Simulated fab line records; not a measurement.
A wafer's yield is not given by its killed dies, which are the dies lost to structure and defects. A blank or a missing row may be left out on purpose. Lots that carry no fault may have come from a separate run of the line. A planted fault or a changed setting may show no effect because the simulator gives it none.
A struck lot beside a sound one | flow sky130 | 14 out of 708 route steps
Sound: these wafers, L116.4, L116.5, L116.6. Struck: wafers L128.2, L128.3, L128.5. The cause is named last.
Order at every step that has rows: each side's tool, ch and its chambers, its first start. Under that, the readings that differ: sound wafers | struck wafers | difference of the means | sigmas: that difference in standard deviations of wafers without a fault.
alike: words and numbers the same on both sides, and readings whose means are apart by under 2 such deviations; not compared: readings that were withheld, readings missing a value for some wafer, numbers with overlapping values and no deviation given by the record, and bounds like >300 which may hide the same value.
Wherever a step has rows on one side only, a row that says differs or no value, or a row with sigmas, the two part there. Numbers that don't overlap but have no deviation are shown without sigmas and don't part them. A reading that every wafer of one side lacks parts them only if that side has two wafers or more.

first, 6 steps without rows for these wafers: SKY_LDD_N_IMPLANT_10; SKY_LDD_N_IMPLANT_11; SKY_LDD_N_IMPLANT_12; SKY_LDD_N_IMPLANT_13; SKY_LDD_N_IMPLANT_14; SKY_LDD_N_IMPLANT_15.
SKY_LDD_N_STRIP_16: strips in O2/N2.
  sound on plasma-asher-03 ch 0,1, day 18 23:44; struck on plasma-asher-04 ch 1, day 23 10:57
  reading                      | sound             | struck            | difference | sigmas
  strip-time-to-endpoint-s (s) | 4.290 4.292 4.303 | 4.313 4.320 4.332 | +0.027     | +2
  alike: drypump-motor-current-A, o2-flow-sccm, oes-product-au
  not compared: rf-hours-counter-h
SKY_LDD_N_TW_MEAS_17:
  sound on film-metro-04, day 18 23:50; struck on film-metro-03, day 23 11:04
  alike: LDD_N_TW
then, 4 steps without rows for these wafers: SKY_LDD_P_DEHYDRATE_00 (time 60 s); SKY_LDD_P_HMDS_01 (prime time 60 s); SKY_LDD_P_COAT_02 (resist thk 1140 nm); SKY_LDD_P_SOFTBAKE_03 (time 60 s).
SKY_LDD_P_EXPOSE_04: exposes mask PSDM, target cd 380 nm.
  sound on iline-stepper-01 ch 0, day 19 14:34; struck on iline-stepper-01, day 24 02:04
  no value came back on the struck wafers for exposure-dose-mJ-cm2, focus-offset-nm (nm); on the sound wafers exposure-dose-mJ-cm2 reads 138.19 137.94 138.06
  alike: mask
after that, 1 step had no rows for these wafers: SKY_LDD_P_PEB_05.

## WHERE THEY PART
First at SKY_LDD_N_STRIP_16; last, within this record, at SKY_LDD_P_EXPOSE_04.

WHY: whatever the simulator had introduced
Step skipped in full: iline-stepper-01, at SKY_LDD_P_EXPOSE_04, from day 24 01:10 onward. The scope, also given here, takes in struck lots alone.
